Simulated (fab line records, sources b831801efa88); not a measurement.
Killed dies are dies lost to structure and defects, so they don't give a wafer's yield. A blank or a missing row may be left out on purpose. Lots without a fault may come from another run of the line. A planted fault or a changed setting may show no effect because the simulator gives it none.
fab line records | flow sky130
record lots=6 wafers=18 last_day=49
route steps=708 shown CONTACT@424 METAL1@434 VIA1@458 PAD_OPEN@708
lots that met no fault: from a run of the same line without faults
start_h: hours from the record's first day to the start of the lot's first wafer shown | wait_h: hours since the lot's step before | " the same as in the row above | L1.1+2: a row that stands for several wafers | - no value, or no start given | * or withheld: withheld | < > ~ a bound
route shown NAME@n: a module of which the file shows steps, and the number in the route of the first | usual: mean/standard deviation of fault-free wafers | same: alike in all rows | chamber/n: place in a boat | sites: the reading at each site | _std_site: their standard deviation | _edge_site: outer sites' mean less inner sites' | radius_mm: how far each site lies from the wafer's centre | mask NAME#n: copy n | behind: the tool/chamber that last shaped the wafer | hold: why the lot was held/for how many hours/how that ended | device: the transistor (n, p or np) that didn't switch | end of line: the same wafers' tests at the end of the route | a step without rows: its recipe alone | killed: dies lost to structure and defects at the first sort, not the wafer's yield | map: a wafer's dies, x killed, . not, _ none there
set.NAME: the setting as run; set.NAME@STEP: as run at that earlier step | model.NAME: the simulator's own value behind a step, which no gauge read
lots at some steps of the route; a table a step, a row a wafer
services: from which hour (start_h, from the record's first day; less than 0 if before it) a tool's chamber was out of use, for how many hours, and why
## steps
# step SKY_CONTACT_ETCH_18
# recipe target=Si3N4 chemistry=CHF3/O2 stop_on=TiN source_w=600 bias_w=200 pressure_mtorr=40 chf3_flow_sccm=50 O2_flow_sccm=5 time_s=39 target_depth_a=750
# step SKY_CONTACT_STRIP_19
# recipe chemistry=O2/N2 power_w=1400 pressure_mtorr=1500 platen_temp_c=withheld o2_flow_sccm=3000 n2_flow_sccm=300 overash_fraction=0.5
# step SKY_CONTACT_STRIP_20
# recipe chemistry=post_etch_residue_remover time_s=1200 temp_c=72.5
# step SKY_CONTACT_CLEAN_21
# recipe chemistry=IPA time_s=180 temp_c=25
# step SKY_CONTACT_CLEAN_22
# recipe chemistry=O3/DIW dry=n2_spin
# step SKY_CONTACT_SPUTTER_23
# recipe material=TiN target_thk_nm=20 chamber_pressure_pa=5 power_w=4000 time_s=80
# step SKY_CONTACT_CVD_24
# recipe material=W target_thk_nm=340 time_s=102.12 temp_c=400 pressure_torr=40
# step SKY_CONTACT_RS_MEAS_25
# recipe thk_meas_gauge=four-point-probe reads=W_of_CONTACT_CVD_24+TiN_of_CONTACT_SPUTTER_23
# usual CONTACT_W_RS=0.335/0.0037
# columns lot.wafer tool chamber start_h wait_h CONTACT_W_RS[ohm/sq]
L815.2 film_metro-03 - 756.88 0.1 0.335
L815.3 " - " " 0.332
L815.5 " - " " 0.334
L821.1 film_metro-02 - 825.77 0.1 0.333
L821.3 " - " " 0.335
L821.5 " - " " 0.333
L826.2 film_metro-03 - 842.48 0.1 0.336
L826.5 " - " " 0.337
L826.6 " - " " 0.338
L830.1 film_metro-02 - 876.51 0.1 0.331
L830.2 " - " " 0.335
L830.3 " - " " 0.333
L831.1 film_metro-03 - 877.91 0.1 0.334
L831.2 " - " " 0.336
L831.5 " - " " 0.336
L832.2 film_metro-03 - 882.96 0.1 0.330
L832.3 " - " " 0.330
L832.6 " - " " 0.325
# step SKY_CONTACT_THK_MEAS_26
# recipe thk_meas_gauge=xrf reads=W_of_CONTACT_CVD_24
# usual CONTACT_W_THK=339/5.7
# columns lot.wafer tool chamber start_h wait_h CONTACT_W_THK[nm]
L815.2 film_metro-03 - 756.99 0.1 335
L815.3 " - " " 337
L815.5 " - " " 337
L821.1 film_metro-02 - 825.89 0.1 349
L821.3 " - " " 345
L821.5 " - " " 347
L826.2 film_metro-03 - 842.59 0.1 333
L826.5 " - " " 334
L826.6 " - " " 331
L830.1 film_metro-02 - 876.63 0.1 348
L830.2 " - " " 343
L830.3 " - " " 346
L831.1 film_metro-03 - 878.03 0.1 338
L831.2 " - " " 337
L831.5 " - " " 338
L832.2 film_metro-03 - 883.07 0.1 346
L832.3 " - " " 343
L832.6 " - " " 347
# step SKY_CONTACT_CMP_27
# recipe stop_on=SiO2 t_overpolish_s=15 down_force_psi=3.5 platen_rpm=60 target_thk_nm=0 pad_velocity_m_s=0.94248
# step SKY_METAL1_SPUTTER_00
# recipe material=Ti target_thk_nm=15 power_w=3000 time_s=10 chamber_pressure_pa=0.4
# step SKY_METAL1_SPUTTER_01
# recipe material=TiN target_thk_nm=20 power_w=6500 time_s=16.7 chamber_pressure_pa=0.4
# step SKY_METAL1_SPUTTER_02
# recipe material=AlCu target_thk_nm=250 power_w=10600 time_s=13.3 chamber_pressure_pa=0.4
# usual throttle_valve_pct=30.1/0.99
# columns lot.wafer tool chamber start_h wait_h throttle_valve_pct
L815.2 pvd_sputter-01 - 757.38 0.0 28.9
L815.3 " - " " 31.8
L815.5 " - " " 29.3
L821.1 pvd_sputter-01 - 826.30 0.0 31.8
L821.3 " - " " 30.1
L821.5 " - " " 29.4
L826.2 pvd_sputter-02 - 842.98 0.0 31.0
L826.5 " - " " 31.1
L826.6 " - " " 30.1
L830.1 pvd_sputter-01 - 877.04 0.0 30.2
L830.2 " - " " 30.3
L830.3 " - " " 31.6
L831.1 pvd_sputter-02 - 878.44 0.0 31.0
L831.2 " - " " 30.1
L831.5 " - " " 31.6
L832.2 pvd_sputter-02 - 883.47 0.0 30.4
L832.3 " - " " 29.9
L832.6 " - " " 31.4
# step SKY_METAL1_SPUTTER_03
# recipe material=Ti target_thk_nm=5 power_w=3000 time_s=3.3 chamber_pressure_pa=0.4
# usual throttle_valve_pct=30.1/1
# columns lot.wafer tool chamber start_h wait_h throttle_valve_pct
L815.2 pvd_sputter-01 - 757.41 0.0 29.1
L815.3 " - " " 32.1
L815.5 " - " " 28.9
L821.1 pvd_sputter-01 - 826.33 0.0 31.6
L821.3 " - " " 30.0
L821.5 " - " " 29.2
L826.2 pvd_sputter-02 - 843.01 0.0 30.5
L826.5 " - " " 31.3
L826.6 " - " " 30.0
L830.1 pvd_sputter-01 - 877.06 0.0 30.2
L830.2 " - " " 30.2
L830.3 " - " " 31.4
L831.1 pvd_sputter-02 - 878.46 0.0 31.0
L831.2 " - " " 30.3
L831.5 " - " " 31.3
L832.2 pvd_sputter-02 - 883.49 0.0 30.4
L832.3 " - " " 29.9
L832.6 " - " " 31.0
# step SKY_METAL1_SPUTTER_04
# recipe material=TiN target_thk_nm=70 power_w=6500 time_s=58.3 chamber_pressure_pa=0.4
# usual throttle_valve_pct=30.1/1
# columns lot.wafer tool chamber start_h wait_h throttle_valve_pct
L815.2 pvd_sputter-01 - 757.43 0.0 29.1
L815.3 " - " " 31.8
L815.5 " - " " 29.0
L821.1 pvd_sputter-01 - 826.35 0.0 32.2
L821.3 " - " " 29.8
L821.5 " - " " 28.8
L826.2 pvd_sputter-02 - 843.03 0.0 30.3
L826.5 " - " " 31.4
L826.6 " - " " 29.9
L830.1 pvd_sputter-01 - 877.08 0.0 30.5
L830.2 " - " " 30.4
L830.3 " - " " 31.9
L831.1 pvd_sputter-02 - 878.48 0.0 31.3
L831.2 " - " " 30.1
L831.5 " - " " 31.1
L832.2 pvd_sputter-02 - 883.51 0.0 30.7
L832.3 " - " " 29.7
L832.6 " - " " 31.3
# step SKY_METAL1_RS_MEAS_05
# recipe thk_meas_gauge=four-point-probe reads=TiN_of_METAL1_SPUTTER_04+Ti_of_METAL1_SPUTTER_03+AlCu_of_METAL1_SPUTTER_02+TiN_of_METAL1_SPUTTER_01+Ti_of_METAL1_SPUTTER_00
# usual METAL1_ALCU_RS=0.1265/0.0018
# columns lot.wafer tool chamber start_h wait_h METAL1_ALCU_RS[ohm/sq]
L815.2 film_metro-02 - 757.50 0.0 0.1277
L815.3 " - " " 0.1292
L815.5 " - " " 0.1273
L821.1 film_metro-04 - 826.39 0.0 0.1293
L821.3 " - " " 0.1295
L821.5 " - " " 0.1300
L826.2 film_metro-01 - 843.10 0.0 0.1276
L826.5 " - " " 0.1246
L826.6 " - " " 0.1257
L830.1 film_metro-02 - 877.13 0.0 0.1285
L830.2 " - " " 0.1241
L830.3 " - " " 0.1257
L831.1 film_metro-01 - 878.53 0.0 0.1265
L831.2 " - " " 0.1257
L831.5 " - " " 0.1271
L832.2 film_metro-01 - 883.58 0.0 0.1281
L832.3 " - " " 0.1290
L832.6 " - " " 0.1265
# step SKY_METAL1_THK_MEAS_06
# recipe thk_meas_gauge=xrf reads=AlCu_of_METAL1_SPUTTER_02
# usual METAL1_ALCU_THK=255/4
# columns lot.wafer tool chamber start_h wait_h METAL1_ALCU_THK[nm]
L815.2 film_metro-02 - 757.61 0.1 252
L815.3 " - " " 249
L815.5 " - " " 253
L821.1 film_metro-04 - 826.51 0.1 248
L821.3 " - " " 248
L821.5 " - " " 248
L826.2 film_metro-01 - 843.21 0.1 253
L826.5 " - " " 260
L826.6 " - " " 257
L830.1 film_metro-02 - 877.25 0.1 251
L830.2 " - " " 258
L830.3 " - " " 255
L831.1 film_metro-01 - 878.65 0.1 254
L831.2 " - " " 255
L831.5 " - " " 250
L832.2 film_metro-01 - 883.69 0.1 253
L832.3 " - " " 249
L832.6 " - " " 253
# step SKY_METAL1_DEHYDRATE_07
# recipe temp_c=200 time_s=60
# step SKY_METAL1_HMDS_08
# recipe prime_time_s=60 prime_temp_c=120
# step SKY_METAL1_COAT_09
# recipe resist=BARC temp_c=withheld time_s=withheld spin_rpm=3000 resist_thk_nm=60
# step SKY_METAL1_COAT_10
# recipe resist=KrF-thick spin_rpm=3000 resist_thk_nm=450
# step SKY_METAL1_SOFTBAKE_11
# recipe temp_c=100 time_s=90 resist=KrF-thick
# step SKY_METAL1_EXPOSE_12
# recipe mask_id=MM1 na=0.8 source_shape=annular sigma_inner=0.55 sigma_outer=0.85 target_cd_nm=140 dose_mj=28
# step SKY_METAL1_PEB_13
# recipe peb_temp_c=withheld peb_time_s=withheld resist=KrF-thick
# step SKY_METAL1_DEVELOP_14
# recipe develop_time_s=60 resist=KrF-thick dev_temp_c=21
# step SKY_METAL1_CD_MEAS_15
# recipe target_cd_nm=140
# usual cd_nm=139.7/1.7
# columns lot.wafer tool chamber start_h wait_h cd_nm
L815.2 cd_sem-01 - 784.42 - 141.3
L815.3 " - " " 142.0
L815.5 " - " " 141.4
L821.1 cd_sem-01 - 852.90 - 139.8
L821.3 " - " " 139.2
L821.5 " - " " 140.2
L826.2 cd_sem-01 - 868.91 - 138.7
L826.5 " - " " 139.5
L826.6 " - " " 139.6
L830.1 cd_sem-01 - 902.26 - 139.6
L830.2 " - " " 138.8
L830.3 " - " " 137.8
L831.1 cd_sem-01 - 904.53 - 139.1
L831.2 " - " " 137.9
L831.5 " - " " 138.9
L832.2 cd_sem-01 - 908.86 - 142.1
L832.3 " - " " 143.3
L832.6 " - " " 141.9
# step SKY_METAL1_OVL_MEAS_16
# usual METAL1_OVL=2/4.7
# columns lot.wafer tool chamber start_h wait_h METAL1_OVL[nm]
L815.2 overlay-02 - 784.53 0.1 6
L815.3 " - " " -2
L815.5 " - " " 0
L821.1 overlay-02 - 853.02 0.1 7
L821.3 " - " " 8
L821.5 " - " " 11
L826.2 overlay-02 - 869.01 0.1 1
L826.5 " - " " 2
L826.6 " - " " 2
L830.1 overlay-02 - 902.38 0.1 3
L830.2 " - " " -4
L830.3 " - " " 7
L831.1 overlay-02 - 904.65 0.1 5
L831.2 " - " " 3
L831.5 " - " " -2
L832.2 overlay-01 - 908.97 0.1 0
L832.3 " - " " 4
L832.6 " - " " 7
# step SKY_METAL1_DESCUM_17
# recipe chemistry=O2 source_power_w=150 bias_power_w=0 pressure_mtorr=10 temp_c=40 time_s=8
# step SKY_METAL1_ETCH_18
# recipe chemistry=N2/H2 target=BARC ion_energy_ev=200 bias_w=100 pressure_mtorr=30 n2_flow_sccm=100 h2_flow_sccm=200 icp_w=500 stop_on=SiO2 time_s=45.9 target_depth_a=600
# step SKY_METAL1_METAL_ETCH_19
# recipe target_depth_a=3600 stop_on=SiO2 over_etch_frac=0.3 time_s=78 chemistry=Cl2/BCl3 resist_sidewall_deg=88 pressure_mtorr=10 icp_w=900 bias_w=48.5 Cl2_flow_sccm=60 bcl3_flow_sccm=30
# usual drypump_motor_current_A=6.1/0.35 oes_product_au=0.855/0.0068 rf_fwd_power_W=894.2/2.7 throttle_valve_pct=22.266/0.0094
# columns lot.wafer tool chamber start_h wait_h drypump_motor_current_A oes_product_au rf_fwd_power_W rf_hours_counter_h throttle_valve_pct
L815.2 rie_metal-02 1 784.78 0.1 6.0 0.847 894.3 - 22.261
L815.3 " 1 " " 6.0 0.846 895.5 - 22.275
L815.5 " 1 " " 6.0 0.847 893.2 - 22.273
L821.1 rie_metal-01 0 853.16 0.0 6.4 0.843 894.5 7.0 22.263
L821.3 " 0 " " 6.3 0.855 896.5 - 22.272
L821.5 " 0 " " 6.4 0.844 897.0 - 22.278
L826.2 rie_metal-02 0 869.14 0.0 5.5 0.853 895.2 3.2 22.287
L826.5 " 0 " " 5.5 0.858 890.8 - 22.269
L826.6 " 1 " " 6.0 0.858 900.8 - 22.266
L830.1 rie_metal-03 0 902.51 0.0 5.8 0.845 890.0 3.3 22.271
L830.2 " 1 " " 6.3 0.860 897.7 3.1 22.272
L830.3 " 0 " " 5.8 0.860 897.3 - 22.276
L831.1 rie_metal-01 1 904.78 0.0 6.5 0.868 890.9 5.1 22.267
L831.2 " 0 " " 6.4 0.857 894.7 9.0 22.269
L831.5 " 0 " " 6.4 0.851 895.5 - 22.264
L832.2 rie_metal-02 0 909.09 0.0 5.5 0.854 894.2 4.5 22.267
L832.3 " 1 " " 6.0 0.848 896.4 - 22.256
L832.6 " 1 " " 6.0 0.860 895.8 - 22.279
# step SKY_METAL1_STRIP_20
# recipe chemistry=O2/N2 power_w=1400 pressure_mtorr=1500 platen_temp_c=withheld o2_flow_sccm=3000 n2_flow_sccm=300 overash_fraction=0.5
# usual drypump_motor_current_A=5.8/0.35 oes_product_au=0.342/0.0048 strip_time_to_endpoint_s=2.69/0.052
# columns lot.wafer tool chamber start_h wait_h drypump_motor_current_A oes_product_au rf_hours_counter_h strip_time_to_endpoint_s
L815.2 plasma_asher-03 0 784.93 0.1 5.5 0.339 98 2.67
L815.3 " 0 " " 5.5 0.343 - 2.70
L815.5 " 0 " " 5.5 0.345 - 2.66
L821.1 plasma_asher-04 1 853.25 0.1 6.4 0.348 71 2.71
L821.3 " 0 " " 5.9 0.345 - 2.67
L821.5 " 0 " " 5.9 0.340 - 2.67
L826.2 plasma_asher-03 0 869.23 0.1 5.5 0.343 107 2.64
L826.5 " 0 " " 5.5 0.344 - 2.64
L826.6 " 1 " " 5.6 0.334 - 2.65
L830.1 plasma_asher-03 1 902.60 0.1 5.5 0.349 110 2.77
L830.2 " 0 " " 5.5 0.355 110 2.72
L830.3 " 1 " " 5.6 0.346 - 2.80
L831.1 plasma_asher-04 0 904.87 0.1 5.9 0.341 77 2.65
L831.2 " 1 " " 6.4 0.336 77 2.77
L831.5 " 0 " " 5.9 0.346 - 2.78
L832.2 plasma_asher-04 0 909.18 0.1 5.9 0.336 77 2.70
L832.3 " 0 " " 5.9 0.342 - 2.67
L832.6 " 0 " " 5.9 0.344 - 2.69
# step SKY_METAL1_STRIP_21
# recipe chemistry=post_etch_residue_remover time_s=1200 temp_c=72.5
# step SKY_METAL1_CLEAN_22
# recipe chemistry=IPA time_s=180 temp_c=25
# step SKY_METAL1_CLEAN_23
# recipe chemistry=O3/DIW dry=n2_spin
# step SKY_VIA1_HDPCVD_00
# recipe material=SiO2 target_thk_nm=1030 sigma_open_frac=0.3 time_s=171.7 temp_c=400 sih4_flow_sccm=60 pressure_mtorr=6
# step SKY_VIA1_THK_MEAS_01
# recipe reads=SiO2_of_VIA1_HDPCVD_00
# usual VIA1_HDPCVD_THK=1027/13
# columns lot.wafer tool chamber start_h wait_h VIA1_HDPCVD_THK[nm]
L815.2 film_metro-01 - 785.64 0.1 1022
L815.3 " - " " 1028
L815.5 " - " " 1035
L821.1 film_metro-04 - 853.95 0.1 1029
L821.3 " - " " 1028
L821.5 " - " " 1026
L826.2 film_metro-04 - 869.98 0.1 1038
L826.5 " - " " 1034
L826.6 " - " " 1033
L830.1 film_metro-01 - 903.35 0.1 1019
L830.2 " - " " 1017
L830.3 " - " " 1013
L831.1 film_metro-01 - 905.58 0.1 1021
L831.2 " - " " 1018
L831.5 " - " " 1017
L832.2 film_metro-04 - 909.99 0.1 1044
L832.3 " - " " 1060
L832.6 " - " " 1053
# step SKY_VIA1_CMP_02
# recipe material=SiO2 down_force_psi=4 platen_rpm=60 pad_velocity_m_s=0.94248
# usual motor_current_A=11.1/0.89 platen_rpm=60.00/0.042
# columns lot.wafer tool chamber start_h wait_h motor_current_A platen_rpm
L815.3 cmp-01 3 785.74 0.1 11.6 60.00
L815.2 " 1 " " 11.5 59.96
L815.5 " 3 " " 11.5 59.97
L821.3 cmp-01 1 854.11 0.1 11.5 60.02
L821.1 " 2 " " 10.2 59.93
L821.5 " 3 " " 10.9 59.93
L826.2 cmp-02 3 870.18 0.2 10.9 60.02
L826.6 " 0 " " 10.3 59.99
L826.5 " 1 " " 12.4 59.90
L830.1 cmp-01 0 903.41 0.1 10.0 60.03
L830.2 " 2 " " 10.5 59.99
L830.3 " 3 " " 11.3 60.02
L831.2 cmp-02 0 905.64 0.0 10.2 59.85
L831.1 " 3 " " 11.3 60.01
L831.5 " 0 " " 9.4 60.00
L832.2 cmp-01 2 910.09 0.1 10.3 60.02
L832.3 " 0 " " 9.5 60.10
L832.6 " 1 " " 11.5 59.96
# step SKY_VIA1_BOW_MEAS_03
# recipe mode=bow
# usual VIA1_BOW=81/7.9
# columns lot.wafer tool chamber start_h wait_h VIA1_BOW[um]
L815.2 film_metro-04 - 786.01 0.1 95
L815.3 " - " " 88
L815.5 " - " " 91
L821.1 film_metro-01 - 854.31 0.1 84
L821.3 " - " " 83
L821.5 " - " " 82
L826.2 film_metro-01 - 870.35 0.1 83
L826.5 " - " " 85
L826.6 " - " " 85
L830.1 film_metro-04 - 903.71 0.2 88
L830.2 " - " " 85
L830.3 " - " " 79
L831.1 film_metro-04 - 905.94 0.1 82
L831.2 " - " " 83
L831.5 " - " " 78
L832.2 film_metro-01 - 910.36 0.2 78
L832.3 " - " " 73
L832.6 " - " " 74
# step SKY_VIA1_DEHYDRATE_04
# recipe temp_c=200 time_s=60
# step SKY_VIA1_HMDS_05
# recipe prime_time_s=60 prime_temp_c=120
# step SKY_VIA1_COAT_06
# recipe resist=BARC temp_c=withheld time_s=withheld spin_rpm=3000 resist_thk_nm=60
# step SKY_VIA1_COAT_07
# recipe resist=KrF-thick spin_rpm=3000 resist_thk_nm=450
# step SKY_PAD_OPEN_PROBE_99
# usual killed_at_M0_to_M3=43/6.3 killed_at_M4_up=3.0/1.6 killed_at_contacts=25/5 killed_at_front_end=15/4.4 killed_at_other=0.3/0.8 killed_dies=85/8.7 killed_on_rim=17/3.7 killed_open=47/6.9 killed_short=38/6.3
# same gross_dies=492 killed_at_back_side=0
# columns lot.wafer tool chamber start_h wait_h killed_at_M0_to_M3 killed_at_M4_up killed_at_contacts killed_at_front_end killed_at_other killed_dies killed_on_rim killed_open killed_short model.etest.tester.sort_n_pass model.etest.tester.sort_yield_pct model.etest.tip_n.rs_ohm_sq model.etest.tester.sort_bin_5_pct model.etest.tester.sort_bin_3_pct
L815.2 prober-02 - 1093.72 0.1 49 2 22 17 0 90 18 55 35 402 81.71 446 10.98 0.813
L815.3 prober-02 - 1093.77 0.2 50 3 24 14 0 91 21 52 39 401 81.5 445.6 9.553 1.22
L815.5 prober-02 - 1093.87 0.2 37 4 27 17 1 86 16 36 50 406 82.52 445.5 10.98 0.813
L821.1 prober-01 - 1143.64 0.1 45 5 31 14 0 95 17 58 37 397 80.69 438.9 10.77 0.813
L821.3 prober-01 - 1143.74 0.2 38 3 23 25 1 90 18 50 40 402 81.71 437.1 11.79 0.813
L821.5 prober-01 - 1143.84 0.2 44 3 35 20 1 103 22 53 50 389 79.06 440.3 10.77 1.423
L826.2 prober-01 - 1157.22 0.1 52 1 19 19 0 91 14 53 38 401 81.5 437.8 10.77 1.016
L826.5 prober-01 - 1157.37 0.2 33 2 27 9 0 71 14 45 26 421 85.57 441.6 9.35 0.2033
L826.6 prober-01 - 1157.42 0.2 39 1 30 16 0 86 16 53 33 406 82.52 438.2 9.959 1.423
L831.1 prober-02 - 1179.03 0.1 84 3 26 11 0 124 36 50 37 368 74.8 438.6 17.68 2.236
L831.2 prober-02 - 1179.08 0.1 100 3 19 20 0 142 28 38 41 350 71.14 440.6 16.26 5.081
L831.5 prober-02 - 1179.23 0.2 83 5 23 11 0 122 27 45 39 370 75.2 438.9 15.45 3.252
L830.1 prober-01 - 1179.36 0.1 35 4 23 13 0 75 13 36 39 417 84.76 441.5 9.756 1.016
L830.2 prober-01 - 1179.41 0.1 36 1 26 19 0 82 15 47 35 410 83.33 441.9 10.57 0.6098
L830.3 prober-01 - 1179.46 0.2 38 1 28 12 0 79 14 53 26 413 83.94 443 9.959 0.813
L832.2 prober-02 - 1182.17 0.1 68 5 25 10 0 108 25 48 31 - - 426.8 - -
L832.3 prober-02 - 1182.22 0.2 98 3 26 13 0 140 24 48 32 - - 425.6 - -
L832.6 prober-02 - 1182.37 0.2 75 6 30 4 0 115 26 38 37 - - 426.3 - -
# killed by level:class
L815.2 VIA1:geometric_particle:open=18 METAL2:geometric_particle:short=8 VIA3:geometric_particle:open=8 LOCAL_INTERCONNECT:geometric_particle:short=7 LI_CONTACT:geometric_particle:open=6 FIELD_ISO:geometric_particle:open=5 CONTACT:geometric_particle:open=5 METAL2:geometric_particle:open=4
L815.3 VIA2:geometric_particle:open=9 CONTACT:geometric_particle:open=8 METAL1:geometric_particle:short=7 VIA1:geometric_particle:open=7 LI_CONTACT:geometric_particle:open=6 METAL2:geometric_particle:short=6 CONTACT:geometric_particle:short=5 VIA3:geometric_particle:open=5
L815.5 CONTACT:geometric_particle:short=7 CONTACT:geometric_particle:open=7 FIELD_ISO:geometric_particle:short=6 FIELD_ISO:geometric_particle:open=6 VIA1:geometric_particle:open=6 VIA3:geometric_particle:open=6 LOCAL_INTERCONNECT:geometric_particle:short=5 METAL2:geometric_particle:short=5
L821.1 VIA3:geometric_particle:open=12 VIA2:geometric_particle:open=11 CONTACT:geometric_particle:open=9 LI_CONTACT:geometric_particle:open=7 LOCAL_INTERCONNECT:geometric_particle:short=6 VIA1:geometric_particle:open=6 VIA1:geometric_particle:short=5 FIELD_ISO:geometric_particle:open=4
L821.3 CONTACT:geometric_particle:open=13 FIELD_ISO:geometric_particle:open=8 VIA2:geometric_particle:open=8 METAL2:geometric_particle:short=8 FIELD_ISO:geometric_particle:short=6 POLY_GATE:geometric_particle:open=4 VIA3:geometric_particle:open=4 LI_CONTACT:geometric_particle:open=4
L821.5 CONTACT:geometric_particle:open=12 VIA2:geometric_particle:open=9 FIELD_ISO:geometric_particle:short=8 LOCAL_INTERCONNECT:geometric_particle:short=7 LI_CONTACT:geometric_particle:open=6 VIA3:geometric_particle:short=6 LI_CONTACT:geometric_particle:short=5 VIA1:geometric_particle:open=5
L826.2 VIA1:geometric_particle:open=12 METAL1:geometric_particle:short=8 VIA2:geometric_particle:open=8 CONTACT:geometric_particle:open=7 METAL2:geometric_particle:short=6 FIELD_ISO:geometric_particle:open=5 LI_CONTACT:geometric_particle:open=5 VIA3:geometric_particle:open=5
L826.5 CONTACT:geometric_particle:open=13 LI_CONTACT:geometric_particle:open=6 VIA1:geometric_particle:open=6 CONTACT:geometric_particle:short=4 METAL1:geometric_particle:short=4 VIA2:geometric_particle:open=4 METAL2:geometric_particle:short=4 VIA3:geometric_particle:open=4
L826.6 CONTACT:geometric_particle:open=13 VIA1:geometric_particle:open=9 FIELD_ISO:geometric_particle:open=8 LOCAL_INTERCONNECT:geometric_particle:short=6 CONTACT:geometric_particle:short=6 VIA2:geometric_particle:open=6 VIA3:geometric_particle:open=6 POLY_GATE:geometric_particle:open=4
L831.1 METAL1:unspecified=37 VIA1:geometric_particle:open=16 LI_CONTACT:geometric_particle:open=9 LOCAL_INTERCONNECT:geometric_particle:short=8 VIA2:geometric_particle:open=7 VIA3:geometric_particle:open=4 CONTACT:geometric_particle:open=4 FIELD_ISO:geometric_particle:open=3
L831.2 METAL1:unspecified=63 VIA1:geometric_particle:open=10 POLY_GATE:geometric_particle:short=6 LI_CONTACT:geometric_particle:open=6 CONTACT:geometric_particle:open=6 VIA1:geometric_particle:short=5 METAL1:geometric_particle:short=5 SPACER:geometric_particle:short=4
L831.5 METAL1:unspecified=38 VIA1:geometric_particle:open=11 LI_CONTACT:geometric_particle:open=10 VIA3:geometric_particle:open=9 LOCAL_INTERCONNECT:geometric_particle:short=6 METAL2:geometric_particle:short=5 FIELD_ISO:geometric_particle:short=4 POLY_GATE:geometric_particle:short=4
L830.1 CONTACT:geometric_particle:open=11 VIA1:geometric_particle:open=10 METAL2:geometric_particle:short=9 METAL1:geometric_particle:short=6 LOCAL_INTERCONNECT:geometric_particle:short=5 POLY_GATE:geometric_particle:open=5 FIELD_ISO:geometric_particle:short=4 CONTACT:geometric_particle:short=4
L830.2 LI_CONTACT:geometric_particle:open=10 POLY_GATE:geometric_particle:open=6 FIELD_ISO:geometric_particle:open=5 LOCAL_INTERCONNECT:geometric_particle:short=5 CONTACT:geometric_particle:open=5 METAL1:geometric_particle:short=4 VIA1:geometric_particle:open=4 VIA2:geometric_particle:open=4
L830.3 CONTACT:geometric_particle:open=14 VIA1:geometric_particle:open=11 FIELD_ISO:geometric_particle:open=8 VIA3:geometric_particle:open=7 METAL1:geometric_particle:short=6 CONTACT:geometric_particle:short=4 VIA2:geometric_particle:open=4 LOCAL_INTERCONNECT:geometric_particle:short=3
L832.2 METAL1:unspecified=29 VIA1:geometric_particle:open=12 CONTACT:geometric_particle:open=10 VIA2:geometric_particle:open=9 VIA1:geometric_particle:short=6 LI_CONTACT:geometric_particle:open=5 VIA3:geometric_particle:short=5 LOCAL_INTERCONNECT:geometric_particle:short=4
L832.3 METAL1:unspecified=60 CONTACT:geometric_particle:open=13 VIA1:geometric_particle:open=8 VIA3:geometric_particle:open=8 VIA2:geometric_particle:open=6 LI_CONTACT:geometric_particle:open=6 METAL1:geometric_particle:short=5 METAL2:geometric_particle:short=5
L832.6 METAL1:unspecified=40 CONTACT:geometric_particle:open=12 LI_CONTACT:geometric_particle:open=8 VIA1:geometric_particle:open=7 METAL2:geometric_particle:short=7 METAL4:geometric_particle:short=6 CONTACT:geometric_particle:short=6 LI_CONTACT:geometric_particle:short=3
# map L831.2 (x killed, . not)
__________xxx...xx.._________
________xxxx.....xxx.._______
______xxxxxxxxx.......x._____
_____xxxxxxxxxxxx......x.____
____xxxxxxxxxxxx..x.x..x..___
___..xxxxxxxxx.x.....x.....__
__..x.xxxxxxxx.x............_
_....xxxxxx........x..xxx....
_..x..x.xx....x..x..x........
_.x..........x.....x.x.xxx...
_..x.x....xxxx.......x..x..x.
_........x...x.....xx.x......
_x....x.........xx....xx.x...
_...x.....x..x...xx......x...
_.......x............x....x..
__..........xx....x.......x._
___......x...........x....x__
____x...........xx........___
_____.........x..........____
______...............xx._____
________...........xx._______
__________.x.x......_________
# map L832.3 (x killed, . not)
__________xxx......x_________
________x...x....x.xx._______
______....x....x...x...._____
_____..........x.......x.____
____xx......xxxxxxx.......___
___.........xxxxxxx.x..x...__
__..x.xx.x.xxxxxxxx.....xx.._
_........x.xxxxxxxxx....xx.x.
_xx...x...xxxxxxxxxxx..xxx...
_..........xxxxxxxx.xx.x.....
_x....x.x...x.xxxxxx.....x...
_x......x...xx.x..x..x...xx..
_x........x................x.
_.................x...x......
_............xx..............
__...x...............x.x..x._
___x......x.x.x....x.x.....__
____xx.x.....x.xx...xx.x..___
_____....................____
______.xx......x........_____
________.....x........_______
__________.x......xx_________
## services
# columns tool chamber start_h hours kind
rie_metal-01 1 735.28 - clean
rie_metal-01 1 735.28 14.5 scheduled_down
rie_metal-01 1 735.28 14.5 vent_cycle
cmp-02 - 740.83 0.3 repair
cmp-02 - 744.43 4.0 pm
cmp-02 - 748.43 - consumable_replace:conditioner
cmp-02 - 748.43 - consumable_replace:pad
plasma_asher-03 - 762.87 4.5 repair
cmp-01 - 766.93 0.5 repair
rie_metal-02 0 779.06 - clean
rie_metal-02 0 779.06 14.3 scheduled_down
rie_metal-02 0 779.06 14.3 vent_cycle
plasma_asher-03 - 782.71 1.7 repair
cmp-01 - 790.44 5.3 pm
plasma_asher-03 - 790.51 2.8 pm
rie_metal-01 - 806.79 14.6 pm
cmp-02 - 819.99 0.2 repair
cmp-02 - 827.00 2.4 repair
rie_metal-01 - 840.98 0.2 repair
cmp-02 - 853.19 2.0 repair
rie_metal-03 1 859.13 12.2 repair
rie_metal-01 0 868.45 6.0 repair
rie_metal-03 - 890.32 0.9 repair
plasma_asher-04 - 910.00 14.6 pm
## key
first_sign step=SKY_PAD_OPEN_PROBE_99 reading=killed_at_M0_to_M3 direction=up sigmas=6.7 usual=43 struck=85
effect step=SKY_PAD_OPEN_PROBE_99 reading=killed_dies direction=up sigmas=4.6 usual=85 struck=125
model_effect step=SKY_PAD_OPEN_PROBE_99 value=etest.tester.sort_n_pass without=404 struck=362.7
met_at SKY_METAL1_SPUTTER_02
struck_wafers L831.1,L831.2,L831.5,L832.2,L832.3,L832.6
tester_left_out L832
onset_between 842.98 878.44
earlier_fault kind=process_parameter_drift tool=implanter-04 chamber=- onset_h=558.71 steps=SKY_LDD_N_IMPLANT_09 channel=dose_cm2 offset=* shape=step end_h=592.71 acts_in=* stated=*
fault kind=chamber_particle_source tool=pvd_sputter-02 chamber=- onset_h=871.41 steps=SKY_METAL1_SPUTTER_02 rate_per_visit_cm2=1.7373
# tester_left_out: of these lots the tester's yield and bins aren't shown, on N5 and GAA mostly nor the transistor test; their killed dies are dies lost to structure and defects alone, not to doping, threshold or leakage, so they don't give the yield
